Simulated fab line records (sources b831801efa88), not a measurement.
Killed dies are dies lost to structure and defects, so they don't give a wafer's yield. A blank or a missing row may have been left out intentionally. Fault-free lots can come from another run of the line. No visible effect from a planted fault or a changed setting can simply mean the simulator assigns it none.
fab line records | flow sky130
[record] lots = 7 | wafers = 21 | last_day = 50
route steps=708 shown VT_ADJUST_NCORE@128 VT_ADJUST_HVTR@131 VT_ADJUST_PCH@143 PAD_OPEN@708
lots untouched by any fault: they come from a run of this same line in which no faults occurred
start_h: start of the lot's first displayed wafer, in hours after the record's first day | wait_h: how many hours have passed since the lot's step before this one | " repeats the value in the row above | L1.1+2: one row covering several wafers at once | - no value, or no start given | * or withheld: withheld | < > ~ a bound
route shown NAME@n: NAME is a module with steps in the file, n the number in the route of the first one | usual: mean/standard deviation of fault-free wafers | same: alike in all rows | chamber/n: place in a boat | sites: per-site readings | _std_site: standard deviation of those values | _edge_site: mean of outer sites minus mean of inner sites | radius_mm: for every site, how far away it sits from the centre of the wafer | mask NAME#n: copy n | behind: the last tool/chamber to shape the wafer | hold: the reason the lot was held/the length of the hold in hours/how it ended | device: the transistor (n, p or np) that didn't switch | end of line: tests run on the same wafers once the route is complete | where a step has no rows: the recipe by itself | killed: not the wafer's yield, but the dies lost to structure and defects at the first sort | map: a wafer's dies, marking killed ones x, the rest . and places with no die _
set.NAME: setting as actually run; set.NAME@STEP: the setting as run at that earlier step | model.NAME: the simulator's own value behind a step, which no gauge read
certain route steps with their lots: each step a table, each wafer a row
services: from which hour (start_h, from the record's first day; less than 0 if before it) a tool's chamber was out of use, for how many hours, and why
[[steps]]
[step SKY_VT_ADJUST_NCORE_IMPLANT_09]
[recipe] species = B | energy_kev = 10 | dose_cm2 = 2.4e+12 | tilt_deg = withheld
[step SKY_VT_ADJUST_NCORE_STRIP_10]
[recipe] chemistry = O2/N2 | power_w = 1400 | pressure_mtorr = 1500 | platen_temp_c = withheld | o2_flow_sccm = 3000 | n2_flow_sccm = 300 | overash_fraction = 0.5
[usual] drypump_motor_current_A = 5.29/0.28 | oes_product_au = 0.715/0.0043 | strip_time_to_endpoint_s = 14.18/0.042
lot.wafer | tool            | chamber | start_h | wait_h | drypump_motor_current_A | oes_product_au | rf_hours_counter_h | strip_time_to_endpoint_s
L597.1    | plasma_asher-04 | 0       | 227.69  | 0.1    | 5.11                    | 0.723          | 54                 | 14.15
L597.3    | "               | 1       | "       | "      | 5.40                    | 0.708          | -                  | 14.12
L597.4    | "               | 0       | "       | "      | 5.08                    | 0.717          | -                  | 14.13
L599.1    | plasma_asher-04 | 0       | 239.86  | 0.1    | 5.10                    | 0.715          | 56                 | 14.10
L599.2    | "               | 1       | "       | "      | 5.38                    | 0.719          | 56                 | 14.11
L599.4    | "               | 1       | "       | "      | 5.37                    | 0.713          | -                  | 14.11
L607.2    | plasma_asher-04 | 0       | 294.36  | 0.1    | 5.10                    | 0.715          | 61                 | 14.12
L607.4    | "               | 0       | "       | "      | 5.09                    | 0.724          | -                  | 14.18
L607.6    | "               | 1       | "       | "      | 5.36                    | 0.719          | -                  | 14.18
L608.3    | plasma_asher-04 | 0       | 301.02  | 0.1    | 5.11                    | 0.718          | -                  | 14.26
L608.4    | "               | 1       | "       | "      | 5.35                    | 0.709          | -                  | 14.21
L608.5    | "               | 1       | "       | "      | 5.37                    | 0.711          | -                  | 14.23
L609.2    | plasma_asher-03 | 1       | 308.56  | 0.1    | 5.72                    | 0.712          | 19                 | 14.24
L609.3    | "               | 1       | "       | "      | 5.73                    | 0.715          | -                  | 14.26
L609.5    | "               | 1       | "       | "      | 5.71                    | 0.705          | -                  | 14.23
L611.1    | plasma_asher-04 | 1       | 322.79  | 0.1    | 5.35                    | 0.718          | 63                 | 14.18
L611.3    | "               | 0       | "       | "      | 5.09                    | 0.721          | -                  | 14.18
L611.4    | "               | 1       | "       | "      | 5.37                    | 0.714          | -                  | 14.17
L614.2    | plasma_asher-04 | 1       | 348.61  | 0.1    | 5.36                    | 0.718          | 66                 | 14.13
L614.3    | "               | 1       | "       | "      | 5.38                    | 0.726          | -                  | 14.18
L614.4    | "               | 0       | "       | "      | 5.10                    | 0.715          | -                  | 14.20
[step SKY_VT_ADJUST_NCORE_TW_MEAS_11]
[usual] VT_ADJUST_NCORE_TW = 221.1/1.1
lot.wafer | tool          | chamber | start_h | wait_h | VT_ADJUST_NCORE_TW
L597.1    | film_metro-03 | -       | 227.79  | 0.1    | 220.7
L597.3    | "             | -       | "       | "      | 221.2
L597.4    | "             | -       | "       | "      | 221.7
L599.1    | film_metro-04 | -       | 239.96  | 0.1    | 220.2
L599.2    | "             | -       | "       | "      | 221.2
L599.4    | "             | -       | "       | "      | 220.9
L607.2    | film_metro-02 | -       | 294.47  | 0.1    | 221.1
L607.4    | "             | -       | "       | "      | 222.7
L607.6    | "             | -       | "       | "      | 221.8
L608.3    | film_metro-04 | -       | 301.11  | 0.1    | 219.4
L608.4    | "             | -       | "       | "      | 219.5
L608.5    | "             | -       | "       | "      | 220.4
L609.2    | film_metro-03 | -       | 308.67  | 0.1    | 220.6
L609.3    | "             | -       | "       | "      | 220.8
L609.5    | "             | -       | "       | "      | 220.2
L611.1    | film_metro-02 | -       | 322.89  | 0.1    | 220.6
L611.3    | "             | -       | "       | "      | 219.7
L611.4    | "             | -       | "       | "      | 219.6
L614.2    | film_metro-03 | -       | 348.72  | 0.1    | 219.3
L614.3    | "             | -       | "       | "      | 219.4
L614.4    | "             | -       | "       | "      | 220.4
[step SKY_VT_ADJUST_HVTR_DEHYDRATE_00]
[recipe] temp_c = 200 | time_s = 60
[step SKY_VT_ADJUST_HVTR_HMDS_01]
[recipe] prime_time_s = 60 | prime_temp_c = 120
[step SKY_VT_ADJUST_HVTR_COAT_02]
[recipe] resist = NOVOLAK | spin_rpm = 3000 | resist_thk_nm = 1140
[step SKY_VT_ADJUST_HVTR_SOFTBAKE_03]
[recipe] temp_c = 90 | time_s = 60 | resist = NOVOLAK
[step SKY_VT_ADJUST_HVTR_EXPOSE_04]
[recipe] mask_id = HVTRM | target_cd_nm = 380 | na = 0.6 | source_shape = conventional | sigma_outer = 0.6 | dose_mj = 150
[step SKY_VT_ADJUST_HVTR_PEB_05]
[recipe] temp_c = withheld | time_s = * | resist = NOVOLAK
[step SKY_VT_ADJUST_HVTR_DEVELOP_06]
[recipe] develop_time_s = 60 | dev_temp_c = 23
[step SKY_VT_ADJUST_HVTR_CD_MEAS_07]
[recipe] target_cd_nm = 380
[usual] cd_nm = 380.0/2.3
lot.wafer | tool      | chamber | start_h | wait_h | cd_nm
L597.1    | cd_sem-02 | -       | 250.21  | 0.1    | 381.3
L597.3    | "         | -       | "       | "      | 382.1
L597.4    | "         | -       | "       | "      | 380.9
L599.1    | cd_sem-01 | -       | 263.16  | 0.1    | 379.1
L599.2    | "         | -       | "       | "      | 381.1
L599.4    | "         | -       | "       | "      | 380.2
L607.2    | cd_sem-01 | -       | 319.95  | 0.1    | 384.0
L607.4    | "         | -       | "       | "      | 384.1
L607.6    | "         | -       | "       | "      | 381.9
L608.3    | cd_sem-01 | -       | 327.30  | 0.1    | 380.2
L608.4    | "         | -       | "       | "      | 377.7
L608.5    | "         | -       | "       | "      | 376.0
L609.2    | cd_sem-02 | -       | 334.55  | 0.1    | 382.0
L609.3    | "         | -       | "       | "      | 383.8
L609.5    | "         | -       | "       | "      | 382.4
L611.1    | cd_sem-01 | -       | 349.66  | 0.1    | 377.2
L611.3    | "         | -       | "       | "      | 379.8
L611.4    | "         | -       | "       | "      | 377.9
L614.2    | cd_sem-01 | -       | 375.95  | 0.1    | 377.9
L614.3    | "         | -       | "       | "      | 377.9
L614.4    | "         | -       | "       | "      | 377.3
[step SKY_VT_ADJUST_HVTR_OVL_MEAS_08]
[usual] VT_ADJUST_HVTR_OVL = 0.9/1.3
lot.wafer | tool       | chamber | start_h | wait_h | VT_ADJUST_HVTR_OVL[nm]
L597.1    | overlay-02 | -       | 250.33  | 0.1    | 2.1
L597.3    | "          | -       | "       | "      | 0.6
L597.4    | "          | -       | "       | "      | -0.9
L599.1    | overlay-02 | -       | 263.28  | 0.1    | 2.3
L599.2    | "          | -       | "       | "      | 0.3
L599.4    | "          | -       | "       | "      | 0.8
L607.2    | overlay-02 | -       | 320.06  | 0.1    | -0.1
L607.4    | "          | -       | "       | "      | -0.2
L607.6    | "          | -       | "       | "      | 0.1
L608.3    | overlay-02 | -       | 327.40  | 0.1    | 0.9
L608.4    | "          | -       | "       | "      | -0.2
L608.5    | "          | -       | "       | "      | 0.0
L609.2    | overlay-02 | -       | 334.66  | 0.1    | 1.9
L609.3    | "          | -       | "       | "      | 1.3
L609.5    | "          | -       | "       | "      | 2.2
L611.1    | overlay-02 | -       | 349.78  | 0.1    | 2.7
L611.3    | "          | -       | "       | "      | 1.7
L611.4    | "          | -       | "       | "      | 2.2
L614.2    | overlay-02 | -       | 376.06  | 0.1    | 3.4
L614.3    | "          | -       | "       | "      | 2.8
L614.4    | "          | -       | "       | "      | 2.2
[step SKY_VT_ADJUST_HVTR_IMPLANT_09]
[recipe] species = B | energy_kev = 10 | dose_cm2 = 2.1e+12 | tilt_deg = withheld
[usual] beam_on_s = 10.00/0.19 | dose_ions_cm2 = 2.0994e+12/2e+09 | end_station_pressure_torr = 5e-06/2.6e-07 | faraday_current_uA = 11.84/0.23
[same] implant_ion_amu = 11
lot.wafer | tool         | chamber | start_h | wait_h | beam_on_s | dose_ions_cm2 | end_station_pressure_torr | faraday_current_uA
L597.1    | implanter-04 | 0       | 250.37  | 0.0    | 9.74      | 2.1033e+12    | 4.95e-06                  | 12.12
L597.3    | "            | 0       | "       | "      | 9.84      | 2.0977e+12    | 5.03e-06                  | 11.99
L597.4    | "            | 0       | "       | "      | 9.87      | 2.0984e+12    | 4.95e-06                  | 12.03
L599.1    | implanter-02 | 0       | 263.32  | 0.0    | 10.31     | 2.0988e+12    | 5.09e-06                  | 11.54
L599.2    | "            | 0       | "       | "      | 10.32     | 2.0977e+12    | 5.04e-06                  | 11.41
L599.4    | "            | 0       | "       | "      | 10.33     | 2.0985e+12    | 4.74e-06                  | 11.38
L607.2    | implanter-04 | 0       | 320.11  | 0.0    | 10.08     | 1.5164e+12    | 5.05e-06                  | 8.53
L607.4    | "            | 0       | "       | "      | 10.07     | 1.5182e+12    | 4.85e-06                  | 8.48
L607.6    | "            | 0       | "       | "      | 10.02     | 1.5196e+12    | 5.19e-06                  | 8.56
L608.3    | implanter-04 | 0       | 327.47  | 0.1    | 10.01     | 1.5178e+12    | 5.01e-06                  | 8.54
L608.4    | "            | 0       | "       | "      | 10.10     | 1.5205e+12    | 4.61e-06                  | 8.50
L608.5    | "            | 0       | "       | "      | 9.81      | 1.5172e+12    | 5.38e-06                  | 8.73
L609.2    | implanter-04 | 0       | 334.71  | 0.0    | 9.63      | 1.5221e+12    | 4.95e-06                  | 8.88
L609.3    | "            | 0       | "       | "      | 10.04     | 1.5162e+12    | 4.97e-06                  | 8.54
L609.5    | "            | 0       | "       | "      | 10.20     | 1.5204e+12    | 5.04e-06                  | 8.43
L611.1    | implanter-03 | 0       | 349.82  | 0.0    | 10.11     | 2.0992e+12    | 4.63e-06                  | 11.72
L611.3    | "            | 0       | "       | "      | 9.97      | 2.1003e+12    | 5.08e-06                  | 11.86
L611.4    | "            | 0       | "       | "      | 10.54     | 2.0948e+12    | 5.34e-06                  | 11.22
L614.2    | implanter-03 | 0       | 376.11  | 0.0    | 10.10     | 2.0963e+12    | 5.11e-06                  | 11.66
L614.3    | "            | 0       | "       | "      | 9.62      | 2.1001e+12    | 5.15e-06                  | 12.27
L614.4    | "            | 0       | "       | "      | 9.96      | 2.1013e+12    | 5.41e-06                  | 11.86
[step SKY_VT_ADJUST_HVTR_STRIP_10]
[recipe] chemistry = O2/N2 | power_w = 1400 | pressure_mtorr = 1500 | platen_temp_c = withheld | o2_flow_sccm = 3000 | n2_flow_sccm = 300 | overash_fraction = 0.5
[usual] drypump_motor_current_A = 5.5/0.31 | oes_product_au = 0.715/0.0043 | strip_time_to_endpoint_s = 14.18/0.045
lot.wafer | tool            | chamber | start_h | wait_h | drypump_motor_current_A | oes_product_au | rf_hours_counter_h | strip_time_to_endpoint_s
L597.1    | plasma_asher-04 | 1       | 250.52  | 0.1    | 5.4                     | 0.713          | 57                 | 14.18
L597.3    | "               | 1       | "       | "      | 5.4                     | 0.709          | -                  | 14.18
L597.4    | "               | 0       | "       | "      | 5.1                     | 0.715          | -                  | 14.16
L599.1    | plasma_asher-03 | 1       | 263.47  | 0.1    | 5.7                     | 0.713          | 14                 | 14.21
L599.2    | "               | 0       | "       | "      | 5.6                     | 0.722          | 14                 | 14.16
L599.4    | "               | 0       | "       | "      | 5.6                     | 0.711          | -                  | 14.22
L607.2    | plasma_asher-02 | 1       | 320.24  | 0.1    | 5.4                     | 0.714          | 62                 | 14.14
L607.4    | "               | 1       | "       | "      | 5.3                     | 0.715          | -                  | 14.14
L607.6    | "               | 0       | "       | "      | 6.0                     | 0.712          | -                  | 14.15
L608.3    | plasma_asher-02 | 1       | 327.60  | 0.1    | 5.4                     | 0.713          | -                  | 14.16
L608.4    | "               | 0       | "       | "      | 6.0                     | 0.711          | -                  | 14.19
L608.5    | "               | 0       | "       | "      | 6.0                     | 0.712          | -                  | 14.18
L609.2    | plasma_asher-03 | 1       | 334.84  | 0.1    | 5.7                     | 0.714          | 21                 | 14.21
L609.3    | "               | 1       | "       | "      | 5.7                     | 0.715          | -                  | 14.15
L609.5    | "               | 1       | "       | "      | 5.7                     | 0.721          | -                  | 14.19
L611.1    | plasma_asher-04 | 1       | 349.97  | 0.1    | 5.4                     | 0.713          | 66                 | 14.15
L611.3    | "               | 1       | "       | "      | 5.4                     | 0.708          | -                  | 14.17
L611.4    | "               | 0       | "       | "      | 5.1                     | 0.716          | -                  | 14.18
L614.2    | plasma_asher-02 | 1       | 376.24  | 0.1    | 5.4                     | 0.708          | 67                 | 14.14
L614.3    | "               | 0       | "       | "      | 6.0                     | 0.720          | -                  | 14.12
L614.4    | "               | 1       | "       | "      | 5.4                     | 0.720          | -                  | 14.14
[step SKY_VT_ADJUST_HVTR_TW_MEAS_11]
[usual] VT_ADJUST_HVTR_TW = 212.4/0.8
lot.wafer | tool          | chamber | start_h | wait_h | VT_ADJUST_HVTR_TW
L597.1    | film_metro-01 | -       | 250.62  | 0.1    | 212.9
L597.3    | "             | -       | "       | "      | 213.5
L597.4    | "             | -       | "       | "      | 214.1
L599.1    | film_metro-04 | -       | 263.57  | 0.1    | 213.1
L599.2    | "             | -       | "       | "      | 213.1
L599.4    | "             | -       | "       | "      | 213.9
L607.2    | film_metro-01 | -       | 320.35  | 0.1    | 193.9
L607.4    | "             | -       | "       | "      | 194.2
L607.6    | "             | -       | "       | "      | 195.7
L608.3    | film_metro-04 | -       | 327.69  | 0.1    | 194.2
L608.4    | "             | -       | "       | "      | 194.5
L608.5    | "             | -       | "       | "      | 195.5
L609.2    | film_metro-01 | -       | 334.95  | 0.1    | 193.8
L609.3    | "             | -       | "       | "      | 194.2
L609.5    | "             | -       | "       | "      | 193.5
L611.1    | film_metro-04 | -       | 350.07  | 0.1    | 212.1
L611.3    | "             | -       | "       | "      | 211.8
L611.4    | "             | -       | "       | "      | 211.8
L614.2    | film_metro-04 | -       | 376.35  | 0.1    | 212.5
L614.3    | "             | -       | "       | "      | 212.7
L614.4    | "             | -       | "       | "      | 213.0
[step SKY_VT_ADJUST_PCH_DEHYDRATE_00]
[recipe] temp_c = 200 | time_s = 60
[step SKY_PAD_OPEN_PROBE_99]
[usual] killed_at_M0_to_M3 = 43/6.9 | killed_at_M4_up = 3.1/1.8 | killed_at_contacts = 24/5.1 | killed_at_front_end = 15/4.8 | killed_at_other = 0.3/0.48 | killed_dies = 86/8.9 | killed_on_rim = 18/3.8 | killed_open = 47/6.8 | killed_short = 39/6.3
[same] gross_dies = 492 | killed_at_back_side = 0
lot.wafer | tool      | chamber | start_h | wait_h | killed_at_M0_to_M3 | killed_at_M4_up | killed_at_contacts | killed_at_front_end | killed_at_other | killed_dies | killed_on_rim | killed_open | killed_short | model.etest.pfet_01v8_mvt.drive_ua_um | model.etest.pfet_01v8_mvt.off_log10_a_um | model.etest.pfet_01v8_mvt.vt_sat_v | model.etest.pfet_01v8_mvt.vt_v | model.etest.pfet_01v8_mvt.vt_long_v
L597.1    | prober-02 | -       | 1114.78 | 0.1    | 47                 | 3               | 24                 | 18                  | 0               | 92          | 19            | 52          | 39           | 156.7                                 | -10.22                                   | -0.5229                            | -0.6136                        | -0.8216
L597.3    | prober-02 | -       | 1114.88 | 0.2    | 56                 | 5               | 21                 | 13                  | 0               | 95          | 16            | 55          | 40           | 155.7                                 | -10.06                                   | -0.5223                            | -0.6092                        | -0.8184
L597.4    | prober-02 | -       | 1114.93 | 0.2    | 42                 | 3               | 23                 | 19                  | 0               | 87          | 12            | 49          | 36           | 159                                   | -10.16                                   | -0.5232                            | -0.6137                        | -0.8202
L599.1    | prober-01 | -       | 1127.28 | 0.1    | 35                 | 4               | 26                 | 14                  | 0               | 79          | 16            | 40          | 38           | 154.2                                 | -10.92                                   | -0.585                             | -0.6687                        | -0.8733
L599.2    | prober-01 | -       | 1127.33 | 0.1    | 50                 | 2               | 25                 | 13                  | 0               | 90          | 22            | 52          | 37           | 150.9                                 | -11.07                                   | -0.5917                            | -0.6747                        | -0.8778
L599.4    | prober-01 | -       | 1127.43 | 0.2    | 52                 | 2               | 28                 | 6                   | 0               | 88          | 16            | 47          | 41           | 152                                   | -11.15                                   | -0.5839                            | -0.6667                        | -0.8658
L607.2    | prober-02 | -       | 1169.10 | 0.1    | 58                 | 4               | 27                 | 13                  | 0               | 102         | 28            | 57          | 45           | 141.4                                 | -11.63                                   | -0.6373                            | -0.7113                        | -0.9138
L607.4    | prober-02 | -       | 1169.20 | 0.2    | 43                 | 5               | 16                 | 15                  | 0               | 79          | 14            | 42          | 37           | 141.4                                 | -11.57                                   | -0.6341                            | -0.7101                        | -0.9134
L607.6    | prober-02 | -       | 1169.30 | 0.2    | 33                 | 3               | 32                 | 27                  | 0               | 95          | 19            | 52          | 43           | 143.3                                 | -11.62                                   | -0.627                             | -0.7062                        | -0.9073
L608.3    | prober-01 | -       | 1173.95 | 0.2    | 52                 | 8               | 24                 | 16                  | 0               | 100         | 20            | 47          | 53           | 147.1                                 | -11.34                                   | -0.6225                            | -0.7003                        | -0.9038
L608.4    | prober-01 | -       | 1174.00 | 0.2    | 40                 | 5               | 18                 | 26                  | 0               | 89          | 15            | 50          | 37           | 144.2                                 | -11.43                                   | -0.6231                            | -0.7039                        | -0.9058
L608.5    | prober-01 | -       | 1174.05 | 0.2    | 39                 | 5               | 26                 | 12                  | 0               | 82          | 17            | 47          | 35           | 141.8                                 | -11.45                                   | -0.6294                            | -0.7045                        | -0.9047
L609.2    | prober-02 | -       | 1176.32 | 0.1    | 42                 | 4               | 24                 | 12                  | 0               | 82          | 20            | 41          | 41           | 141                                   | -11.9                                    | -0.6647                            | -0.732                         | -0.9248
L609.3    | prober-02 | -       | 1176.37 | 0.2    | 43                 | 1               | 30                 | 8                   | 0               | 82          | 16            | 45          | 36           | 143.4                                 | -11.72                                   | -0.6564                            | -0.7308                        | -0.9233
L609.5    | prober-02 | -       | 1176.47 | 0.2    | 46                 | 3               | 25                 | 7                   | 1               | 82          | 15            | 46          | 35           | 137.3                                 | -11.97                                   | -0.6716                            | -0.7388                        | -0.9289
L611.1    | prober-02 | -       | 1189.02 | 0.1    | 47                 | 3               | 20                 | 18                  | 0               | 88          | 16            | 42          | 46           | 150.3                                 | -10.81                                   | -0.5698                            | -0.6582                        | -0.8668
L611.3    | prober-02 | -       | 1189.12 | 0.2    | 58                 | 5               | 24                 | 13                  | 0               | 100         | 20            | 60          | 39           | 151.3                                 | -10.71                                   | -0.5665                            | -0.6519                        | -0.8576
L611.4    | prober-02 | -       | 1189.17 | 0.2    | 42                 | 1               | 20                 | 18                  | 0               | 81          | 15            | 44          | 37           | 151.2                                 | -10.69                                   | -0.5706                            | -0.6582                        | -0.8626
L614.2    | prober-01 | -       | 1197.95 | 0.1    | 49                 | 1               | 26                 | 18                  | 0               | 94          | 16            | 44          | 50           | 154.8                                 | -10.51                                   | -0.5456                            | -0.6334                        | -0.8341
L614.3    | prober-01 | -       | 1198.00 | 0.2    | 50                 | 3               | 18                 | 18                  | 0               | 89          | 19            | 47          | 42           | 154.9                                 | -10.32                                   | -0.5507                            | -0.635                         | -0.8363
L614.4    | prober-01 | -       | 1198.05 | 0.2    | 35                 | 5               | 25                 | 17                  | 0               | 82          | 18            | 42          | 39           | 157.7                                 | -10.28                                   | -0.5424                            | -0.6325                        | -0.8347
// killed by level:class
L597.1 VIA1:geometric_particle:open=14 VIA2:geometric_particle:open=10 LI_CONTACT:geometric_particle:open=7 CONTACT:geometric_particle:open=7 LOCAL_INTERCONNECT:geometric_particle:short=7 FIELD_ISO:geometric_particle:short=6 VIA3:geometric_particle:open=6 VIA1:geometric_particle:short=6
L597.3 VIA1:geometric_particle:open=17 VIA2:geometric_particle:open=10 CONTACT:geometric_particle:open=8 POLY_GATE:geometric_particle:short=6 LI_CONTACT:geometric_particle:open=6 VIA1:geometric_particle:short=6 VIA3:geometric_particle:short=5 VIA2:geometric_particle:short=4
L597.4 VIA1:geometric_particle:open=10 CONTACT:geometric_particle:open=9 VIA2:geometric_particle:open=8 METAL2:geometric_particle:short=6 FIELD_ISO:geometric_particle:short=5 METAL1:geometric_particle:short=5 FIELD_ISO:geometric_particle:open=4 LOCAL_INTERCONNECT:geometric_particle:short=4
L599.1 VIA1:geometric_particle:open=12 CONTACT:geometric_particle:open=9 METAL1:geometric_particle:short=7 FIELD_ISO:geometric_particle:open=6 LI_CONTACT:geometric_particle:short=5 LOCAL_INTERCONNECT:geometric_particle:short=4 CONTACT:geometric_particle:short=4 FIELD_ISO:geometric_particle:short=3
L599.2 VIA1:geometric_particle:open=21 LI_CONTACT:geometric_particle:open=8 VIA1:geometric_particle:short=7 VIA3:geometric_particle:open=6 CONTACT:geometric_particle:open=6 CONTACT:geometric_particle:short=6 POLY_GATE:geometric_particle:short=3 METAL1:geometric_particle:short=3
L599.4 VIA1:geometric_particle:open=13 VIA1:geometric_particle:short=9 LI_CONTACT:geometric_particle:open=8 METAL1:geometric_particle:short=7 CONTACT:geometric_particle:open=6 VIA2:geometric_particle:open=6 VIA3:geometric_particle:open=6 CONTACT:geometric_particle:short=5
L607.2 VIA1:geometric_particle:open=16 CONTACT:geometric_particle:open=9 METAL3:geometric_particle:short=8 METAL1:geometric_particle:short=7 VIA2:geometric_particle:open=7 METAL2:geometric_particle:short=6 VIA3:geometric_particle:open=5 LI_CONTACT:geometric_particle:open=5
L607.4 VIA3:geometric_particle:open=8 VIA2:geometric_particle:open=7 CONTACT:geometric_particle:open=6 LI_CONTACT:geometric_particle:open=5 VIA1:geometric_particle:open=5 POLY_GATE:geometric_particle:open=4 VIA2:geometric_particle:short=4 POLY_GATE:geometric_particle:short=4
L607.6 VIA2:geometric_particle:open=11 LI_CONTACT:geometric_particle:open=9 CONTACT:geometric_particle:short=9 POLY_GATE:geometric_particle:open=7 CONTACT:geometric_particle:open=6 FIELD_ISO:geometric_particle:open=5 POLY_GATE:geometric_particle:short=5 LOCAL_INTERCONNECT:geometric_particle:short=5
L608.3 VIA1:geometric_particle:open=13 METAL2:geometric_particle:short=12 CONTACT:geometric_particle:open=8 POLY_GATE:geometric_particle:short=6 LOCAL_INTERCONNECT:geometric_particle:short=6 VIA3:geometric_particle:open=6 FIELD_ISO:geometric_particle:short=5 CONTACT:geometric_particle:short=5
L608.4 FIELD_ISO:geometric_particle:short=10 VIA1:geometric_particle:open=9 FIELD_ISO:geometric_particle:open=8 VIA3:geometric_particle:open=8 CONTACT:geometric_particle:open=7 LI_CONTACT:geometric_particle:open=7 VIA2:geometric_particle:open=5 POLY_GATE:geometric_particle:short=4
L608.5 CONTACT:geometric_particle:open=16 VIA1:geometric_particle:open=11 VIA2:geometric_particle:open=7 POLY_GATE:geometric_particle:short=4 CONTACT:geometric_particle:short=4 VIA1:geometric_particle:short=4 VIA3:geometric_particle:short=4 FIELD_ISO:geometric_particle:short=3
L609.2 CONTACT:geometric_particle:open=9 VIA1:geometric_particle:open=7 VIA1:geometric_particle:short=7 VIA2:geometric_particle:open=7 METAL1:geometric_particle:short=6 LI_CONTACT:geometric_particle:open=5 CONTACT:geometric_particle:short=4 VIA3:geometric_particle:short=4
L609.3 VIA1:geometric_particle:open=11 CONTACT:geometric_particle:open=10 CONTACT:geometric_particle:short=7 LI_CONTACT:geometric_particle:open=6 VIA1:geometric_particle:short=6 VIA3:geometric_particle:open=4 LI_CONTACT:geometric_particle:short=4 METAL2:geometric_particle:open=4
L609.5 CONTACT:geometric_particle:open=12 VIA1:geometric_particle:open=9 VIA1:geometric_particle:short=8 VIA2:geometric_particle:open=5 LI_CONTACT:geometric_particle:open=4 METAL3:geometric_particle:short=4 VIA3:geometric_particle:open=4 POLY_GATE:geometric_particle:open=3
L611.1 VIA1:geometric_particle:open=8 CONTACT:geometric_particle:open=8 FIELD_ISO:geometric_particle:short=7 VIA2:geometric_particle:open=6 METAL1:geometric_particle:short=6 VIA3:geometric_particle:open=6 VIA1:geometric_particle:short=5 FIELD_ISO:geometric_particle:open=4
L611.3 VIA1:geometric_particle:open=15 CONTACT:geometric_particle:open=12 METAL1:geometric_particle:short=10 VIA3:geometric_particle:open=6 LI_CONTACT:geometric_particle:open=5 METAL2:geometric_particle:short=5 VIA2:geometric_particle:open=5 FIELD_ISO:geometric_particle:open=4
L611.4 VIA1:geometric_particle:open=11 LOCAL_INTERCONNECT:geometric_particle:short=7 VIA2:geometric_particle:open=7 VIA3:geometric_particle:open=5 LI_CONTACT:geometric_particle:open=5 FIELD_ISO:geometric_particle:short=4 POLY_GATE:geometric_particle:short=4 CONTACT:geometric_particle:open=4
L614.2 METAL2:geometric_particle:short=11 VIA1:geometric_particle:open=8 LOCAL_INTERCONNECT:geometric_particle:short=7 METAL1:geometric_particle:short=6 CONTACT:geometric_particle:open=6 CONTACT:geometric_particle:short=5 VIA2:geometric_particle:open=5 VIA3:geometric_particle:open=5
L614.3 VIA1:geometric_particle:open=10 CONTACT:geometric_particle:open=8 METAL2:geometric_particle:short=8 METAL1:geometric_particle:short=7 METAL3:geometric_particle:short=6 FIELD_ISO:geometric_particle:open=5 VIA3:geometric_particle:open=5 VIA2:geometric_particle:open=5
L614.4 VIA1:geometric_particle:open=9 LI_CONTACT:geometric_particle:open=8 METAL2:geometric_particle:short=7 FIELD_ISO:geometric_particle:short=6 POLY_GATE:geometric_particle:short=6 CONTACT:geometric_particle:open=6 VIA2:geometric_particle:open=6 VIA3:geometric_particle:open=5
[[services]]
tool            | chamber | start_h | hours | kind
plasma_asher-04 | -       | 206.04  | 1.6   | repair
implanter-03    | -       | 235.31  | 4.1   | pm
implanter-04    | -       | 309.90  | 4.1   | repair
implanter-04    | -       | 314.05  | 3.7   | pm
implanter-02    | -       | 314.58  | 4.9   | pm
implanter-02    | -       | 320.68  | 2.8   | repair
plasma_asher-03 | -       | 322.17  | 3.6   | repair
plasma_asher-03 | -       | 340.89  | 4.2   | repair
implanter-04    | -       | 353.44  | 1.3   | repair
[[key]]
[first_sign] step = SKY_VT_ADJUST_HVTR_IMPLANT_09 | reading = dose_ions_cm2 | direction = down | sigmas = 99+ | usual = * | struck = *
[effect] step = SKY_VT_ADJUST_HVTR_IMPLANT_09 | reading = faraday_current_uA | direction = down | sigmas = 14 | usual = 11.84 | struck = 8.58
[effect] step = SKY_VT_ADJUST_HVTR_TW_MEAS_11 | reading = VT_ADJUST_HVTR_TW | direction = down | sigmas = 22 | usual = 212.4 | struck = 194.4
[model_effect] step = SKY_PAD_OPEN_PROBE_99 | value = etest.pfet_01v8_mvt.drive_ua_um | without = 153.3 | struck = 142.3
met_at SKY_VT_ADJUST_HVTR_IMPLANT_09
struck_wafers L607.2,L607.4,L607.6,L608.3,L608.4,L608.5,L609.2,L609.3,L609.5
tester_left_out L607,L608,L609
onset_between 250.37 320.11
[fault] kind = process_parameter_drift | tool = implanter-04 | chamber = - | onset_h = 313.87 | steps = SKY_VT_ADJUST_HVTR_IMPLANT_09 | channel = dose_cm2 | offset = * | shape = step | end_h = 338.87 | acts_in = * | stated = *
// tester_left_out: of these lots the tester's yield and bins aren't shown, on N5 and GAA mostly nor the transistor test; their killed dies are dies lost to structure and defects alone, not to doping, threshold or leakage, so they don't give the yield
